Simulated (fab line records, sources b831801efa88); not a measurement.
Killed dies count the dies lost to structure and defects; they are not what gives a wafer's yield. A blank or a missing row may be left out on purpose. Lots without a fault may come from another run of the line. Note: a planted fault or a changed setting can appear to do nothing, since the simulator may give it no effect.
fab line records    flow sky130
record lots=6  wafers=18  last_day=51
route steps=708 shown METAL5@669 PASSIVATION@681 PAD_OPEN@708
lots with no fault: from the same line, run without faults
start_h: the number of hours between the record's first day and the start of the first shown wafer of the lot    wait_h: hours elapsed since this lot's preceding step    " same as the row above    L1.1+2: a row that stands for several wafers    - value missing, or start not given    * or withheld: withheld    < > ~ a bound
route shown NAME@n: names a module that has steps shown in the file, with the first one's number in the route    usual: mean/standard deviation taken from wafers without a fault    same: alike in all rows    chamber/n: place in a boat    sites: per-site readings    _std_site: how widely they spread, as a standard deviation    _edge_site: inner sites' mean taken away from outer sites' mean    radius_mm: how far each site lies from the wafer's centre    mask NAME#n: copy n    behind: the tool/chamber that last shaped the wafer    hold: the reason the lot was held/the length of the hold in hours/how it ended    device: the n, p or np transistor that did not switch    end of line: the route-end tests of the same wafers    a step without rows: its recipe alone    killed: at the first sort, the dies lost to defects and structure; wafer yield is something else    map: dies across one wafer; x = killed, . = not, _ = none there
set.NAME: the setting as run; set.NAME@STEP: as run at that earlier step    model.NAME: the simulator's own value behind a step, which no gauge read
lots seen at some steps along the route; tables by step, rows by wafer
services: a tool's chamber out of use, with start hour (start_h, from the record's first day; less than 0 if before it), hours out, and reason
## steps
# step SKY_METAL5_HMDS_08
# recipe prime_time_s=60  prime_temp_c=120
# step SKY_METAL5_COAT_09
# recipe resist=NOVOLAK  spin_rpm=3000  resist_thk_nm=1800
# step SKY_METAL5_SOFTBAKE_10
# recipe temp_c=90  time_s=60  resist=NOVOLAK
# step SKY_METAL5_EXPOSE_11
# recipe mask_id=MM5  na=0.6  source_shape=conventional  sigma_outer=0.6  polarization=unpolarized  target_cd_nm=1600  dose_mj=190
# step SKY_METAL5_PEB_12
# recipe temp_c=withheld  time_s=*  resist=NOVOLAK
# step SKY_METAL5_DEVELOP_13
# recipe resist=NOVOLAK  developer=TMAH  develop_time_s=60  dev_temp_c=23
# step SKY_METAL5_DESCUM_14
# recipe chemistry=O2  source_power_w=150  bias_power_w=0  pressure_mtorr=10  temp_c=40  time_s=11
# usual chamber_pressure_mTorr=9.999/0.0097  drypump_motor_current_A=5.6/0.34  oes_product_au=0.998/0.0063
lot.wafer  tool          chamber  start_h  wait_h  chamber_pressure_mTorr  drypump_motor_current_A  oes_product_au  rf_hours_counter_h
L916.2     rie_metal-02  0        1080.72  0.1     9.993                   6.1                      1.002           9
L916.3     "             0        "        "       10.018                  6.1                      0.996           -
L916.5     "             0        "        "       9.997                   6.1                      0.993           -
L923.1     rie_metal-04  1        1132.12  0.1     10.002                  5.5                      0.989           26
L923.5     "             0        "        "       9.985                   5.3                      1.003           -
L923.6     "             1        "        "       9.991                   5.5                      0.996           -
L926.1     rie_metal-01  0        1148.25  0.1     10.000                  6.1                      1.001           5
L926.2     "             1        "        "       10.011                  5.3                      0.993           32
L926.4     "             1        "        "       9.993                   5.3                      0.991           -
L930.1     rie_metal-04  1        1174.80  0.1     10.005                  5.5                      1.014           30
L930.5     "             0        "        "       9.987                   5.3                      1.003           -
L930.6     "             1        "        "       9.978                   5.4                      1.001           -
L932.3     rie_metal-02  0        1180.26  0.1     10.007                  6.1                      0.996           -
L932.4     "             1        "        "       9.997                   5.6                      1.003           -
L932.5     "             0        "        "       9.997                   6.1                      0.994           -
L935.3     rie_metal-01  1        1185.25  0.1     9.992                   5.3                      0.997           -
L935.4     "             0        "        "       9.987                   6.2                      0.993           -
L935.6     "             0        "        "       10.011                  6.2                      0.995           -
# step SKY_METAL5_METAL_ETCH_15
# recipe target_depth_a=12600  stop_on=SiO2  over_etch_frac=0.2  time_s=252  chemistry=Cl2/BCl3  resist_sidewall_deg=86  pressure_mtorr=10  icp_w=900  bias_w=48.5  Cl2_flow_sccm=60  bcl3_flow_sccm=30
# usual chamber_pressure_mTorr=10.000/0.0088  drypump_motor_current_A=5.6/0.34  oes_product_au=0.894/0.0055  throttle_valve_pct=22.263/0.009
# same over_etch_frac=0.2
lot.wafer  tool          chamber  start_h  wait_h  chamber_pressure_mTorr  drypump_motor_current_A  oes_product_au  rf_hours_counter_h  throttle_valve_pct
L916.2     rie_metal-02  0        1080.75  0.0     9.984                   6.1                      0.888           9                   22.260
L916.3     "             0        "        "       9.995                   6.1                      0.887           -                   22.263
L916.5     "             0        "        "       10.003                  6.1                      0.887           -                   22.273
L923.1     rie_metal-04  1        1132.15  0.0     10.000                  5.6                      0.889           26                  22.274
L923.5     "             0        "        "       9.994                   5.4                      0.894           -                   22.257
L923.6     "             1        "        "       10.003                  5.6                      0.897           -                   22.261
L926.1     rie_metal-01  0        1148.28  0.0     10.015                  6.1                      0.897           5                   22.264
L926.2     "             1        "        "       10.012                  5.4                      0.895           33                  22.250
L926.4     "             1        "        "       10.012                  5.4                      0.901           -                   22.278
L930.1     rie_metal-04  1        1174.83  0.0     9.994                   5.5                      0.889           30                  22.276
L930.5     "             0        "        "       9.988                   5.3                      0.905           -                   22.270
L930.6     "             1        "        "       9.995                   5.5                      0.898           -                   22.263
L932.3     rie_metal-02  0        1180.36  0.1     10.000                  6.1                      0.900           -                   22.272
L932.4     "             1        "        "       9.996                   5.6                      0.894           -                   22.275
L932.5     "             0        "        "       9.987                   6.1                      0.896           -                   22.269
L935.3     rie_metal-01  1        1185.35  0.1     9.990                   5.3                      0.892           -                   22.259
L935.4     "             0        "        "       10.016                  6.2                      0.896           -                   22.255
L935.6     "             0        "        "       10.001                  6.2                      0.903           -                   22.264
# step SKY_METAL5_STRIP_16
# recipe chemistry=O2/N2  power_w=1400  pressure_mtorr=1500  platen_temp_c=withheld  o2_flow_sccm=3000  n2_flow_sccm=300  overash_fraction=0.5
# usual chamber_pressure_mTorr=1499.9/1.4  drypump_motor_current_A=5.8/0.64  oes_product_au=0.711/0.0043  strip_time_to_endpoint_s=13.10/0.076
lot.wafer  tool             chamber  start_h  wait_h  chamber_pressure_mTorr  drypump_motor_current_A  oes_product_au  rf_hours_counter_h  strip_time_to_endpoint_s
L916.2     plasma_asher-02  0        1080.98  0.2     1501.3                  6.2                      0.709           23                  13.34
L916.3     "                1        "        "       1501.2                  4.7                      0.708           -                   13.25
L916.5     "                1        "        "       1501.2                  4.7                      0.714           -                   13.19
L923.1     plasma_asher-02  0        1132.38  0.2     1500.9                  6.2                      0.709           28                  12.93
L923.5     "                1        "        "       1499.7                  4.7                      0.707           -                   13.06
L923.6     "                0        "        "       1501.3                  6.2                      0.717           -                   13.05
L926.1     plasma_asher-02  1        1148.52  0.2     1500.2                  4.7                      0.713           30                  13.10
L926.2     "                0        "        "       1502.4                  6.2                      0.704           30                  13.12
L926.4     "                0        "        "       1501.2                  6.2                      0.703           -                   13.21
L930.1     plasma_asher-01  0        1175.07  0.2     1499.8                  5.4                      0.713           77                  13.05
L930.5     "                1        "        "       1501.9                  6.2                      0.711           -                   12.99
L930.6     "                0        "        "       1500.1                  5.4                      0.711           -                   13.04
L932.3     plasma_asher-01  1        1180.55  0.1     1499.3                  6.2                      0.704           -                   13.13
L932.4     "                0        "        "       1500.9                  5.4                      0.710           -                   13.15
L932.5     "                1        "        "       1497.5                  6.2                      0.703           -                   13.15
L935.3     plasma_asher-02  0        1185.54  0.1     1500.0                  6.2                      0.711           -                   13.05
L935.4     "                1        "        "       1502.1                  4.7                      0.715           -                   13.05
L935.6     "                0        "        "       1500.6                  6.2                      0.704           -                   13.04
# step SKY_METAL5_STRIP_17
# recipe chemistry=post_etch_residue_remover  time_s=1200  temp_c=72.5
# step SKY_METAL5_CLEAN_18
# recipe chemistry=IPA  time_s=180  temp_c=25
# step SKY_METAL5_CLEAN_19
# recipe chemistry=O3/DIW  dry=n2_spin
# step SKY_PASSIVATION_CVD_00
# recipe material=SiO2  target_thk_nm=90  temp_c=400  time_s=withheld  rf_w=600
# usual heater_power_w=640/81  rf_fwd_power_W=590/3.3
lot.wafer  tool      chamber  start_h  wait_h  heater_power_w  rf_fwd_power_W  model.SiO2_of_PASSIVATION_CVD_00.thk_nm
L916.2     pecvd-04  2        1081.58  0.0     577             596             88.65
L916.3     "         0        "        "       609             593             87.8
L916.5     "         0        "        "       632             591             89.51
L923.1     pecvd-01  1        1132.99  0.0     644             583             89.25
L923.5     "         0        "        "       491             593             89.97
L923.6     "         1        "        "       680             586             90.53
L926.1     pecvd-03  1        1149.86  0.0     726             589             88.12
L926.2     "         2        "        "       678             586             90.1
L926.4     "         1        "        "       591             588             90.33
L930.1     pecvd-03  0        1175.66  0.0     615             490             86.93
L930.5     "         2        "        "       688             495             88.65
L930.6     "         0        "        "       613             495             87.6
L932.3     pecvd-03  0        1181.12  0.0     673             491             86.67
L932.4     "         2        "        "       719             493             87.97
L932.5     "         0        "        "       671             492             88.37
L935.3     pecvd-01  1        1186.11  0.0     734             586             90.7
L935.4     "         2        "        "       663             589             89.16
L935.6     "         1        "        "       753             587             89.54
# step SKY_PASSIVATION_THK_MEAS_01
# recipe reads=SiO2_of_PASSIVATION_CVD_00
# usual PASSIVATION_CVD_00_THK=90.0/1.3
lot.wafer  tool           chamber  start_h  wait_h  PASSIVATION_CVD_00_THK[nm]
L916.2     film_metro-03  -        1081.61  -       88.6
L916.3     "              -        "        "       87.8
L916.5     "              -        "        "       89.5
L923.1     film_metro-02  -        1133.01  -       89.3
L923.5     "              -        "        "       89.9
L923.6     "              -        "        "       90.5
L926.1     film_metro-03  -        1149.89  -       88.2
L926.2     "              -        "        "       90.1
L926.4     "              -        "        "       90.3
L930.1     film_metro-03  -        1175.68  -       87.0
L930.5     "              -        "        "       88.6
L930.6     "              -        "        "       87.6
L932.3     film_metro-03  -        1181.16  -       86.7
L932.4     "              -        "        "       88.0
L932.5     "              -        "        "       88.4
L935.3     film_metro-03  -        1186.15  -       90.7
L935.4     "              -        "        "       89.1
L935.6     "              -        "        "       89.5
# step SKY_PAD_OPEN_PROBE_99
# usual defect_limited_yield=82.6/1.7  killed_at_M0_to_M3=43/7  killed_at_M4_up=3.1/1.5  killed_at_contacts=23/4.9  killed_at_front_end=16/3.9  killed_at_other=0.3/0.52  killed_dies=86/8.2  killed_open=47/6.1  killed_short=38/5.8  sort_bin_3_pad_short=0.8/0.41  sort_bin_5_function=10.2/1.3  sort_bin_6_memory=6.4/1.1  sort_n_pass=406/8.2  sort_yield_pct=82.6/1.7
# same gross_dies=492  killed_at_back_side=0  sort_bin_4_leakage[%]=0  sort_bin_8_speed[%]=0
lot.wafer  tool       chamber  start_h  wait_h  defect_limited_yield[%]  killed_at_M0_to_M3  killed_at_M4_up  killed_at_contacts  killed_at_front_end  killed_at_other  killed_dies  killed_open  killed_short  sort_bin_3_pad_short[%]  sort_bin_5_function[%]  sort_bin_6_memory[%]  sort_n_pass  sort_yield_pct[%]
L923.5     prober-01  -        1175.28  0.2     84.1                     40                  2                24                  12                   0                78           46           32            0.8                      8.3                     6.7                   414          84.1
L923.6     prober-01  -        1175.33  0.2     82.3                     31                  6                33                  16                   1                87           50           37            0.2                      10.8                    6.7                   405          82.3
L926.1     prober-02  -        1189.62  0.1     83.5                     39                  3                24                  15                   0                81           46           35            0.8                      11.4                    4.3                   411          83.5
L926.2     prober-02  -        1189.67  0.1     78.7                     55                  2                31                  16                   1                105          55           48            1.4                      13.0                    6.9                   387          78.7
# killed by level:class
L923.5 LI_CONTACT:geometric_particle:open=10 VIA2:geometric_particle:open=9 VIA1:geometric_particle:open=9 LOCAL_INTERCONNECT:geometric_particle:short=7 VIA3:geometric_particle:short=5 CONTACT:geometric_particle:short=4 VIA3:geometric_particle:open=4 FIELD_ISO:geometric_particle:open=3
L923.6 CONTACT:geometric_particle:open=11 LI_CONTACT:geometric_particle:open=8 VIA2:geometric_particle:open=8 METAL4:geometric_particle:short=6 VIA1:geometric_particle:open=6 VIA3:geometric_particle:open=6 LOCAL_INTERCONNECT:geometric_particle:short=5 CONTACT:geometric_particle:short=5
L926.1 VIA1:geometric_particle:open=11 VIA3:geometric_particle:open=10 CONTACT:geometric_particle:open=8 CONTACT:geometric_particle:short=8 METAL3:geometric_particle:short=5 FIELD_ISO:geometric_particle:open=4 POLY_GATE:geometric_particle:open=4 VIA2:geometric_particle:open=4
L926.2 CONTACT:geometric_particle:open=12 VIA1:geometric_particle:open=12 LI_CONTACT:geometric_particle:open=7 METAL1:geometric_particle:short=7 VIA1:geometric_particle:short=6 METAL2:geometric_particle:short=6 VIA3:geometric_particle:short=6 CONTACT:geometric_particle:short=5
## services
tool          chamber  start_h  hours  kind
pecvd-04      2        1059.23  2.1    scheduled_down
pecvd-03      1        1077.92  5.5    scheduled_down
pecvd-03      2        1086.15  5.5    scheduled_down
rie_metal-01  1        1101.61  8.2    repair
pecvd-01      1        1138.55  4.6    repair
pecvd-03      0        1143.98  10.2   repair
pecvd-04      2        1146.20  7.8    repair
rie_metal-02  -        1147.73  2.8    pm
pecvd-04      2        1153.96  -      clean
pecvd-04      2        1153.96  29.5   scheduled_down
pecvd-04      2        1153.96  29.5   vent_cycle
rie_metal-02  1        1161.76  17.9   repair
pecvd-01      0        1180.62  -      clean
pecvd-01      0        1180.62  -      consumable_replace:showerhead
pecvd-01      0        1180.62  29.0   scheduled_down
pecvd-01      0        1180.62  29.0   vent_cycle
## key
first_sign step=SKY_PASSIVATION_CVD_00  reading=rf_fwd_power_W  direction=down  sigmas=29  usual=590  struck=493
effect step=SKY_PASSIVATION_THK_MEAS_01  reading=PASSIVATION_CVD_00_THK  direction=down  sigmas=1.8  usual=90.0  struck=87.7
model_effect step=SKY_PASSIVATION_CVD_00  value=SiO2_of_PASSIVATION_CVD_00.thk_nm  without=92.3  struck=87.7
met_at SKY_PASSIVATION_CVD_00
struck_wafers L930.1,L930.5,L930.6,L932.3,L932.4,L932.5
onset_between 1149.86 1175.66
fault kind=process_parameter_drift  tool=pecvd-03  chamber=-  onset_h=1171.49  steps=SKY_PASSIVATION_CVD_00  channel=rf_w  offset=-96  shape=step  end_h=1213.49  acts_in=these_recipes_only  stated=600
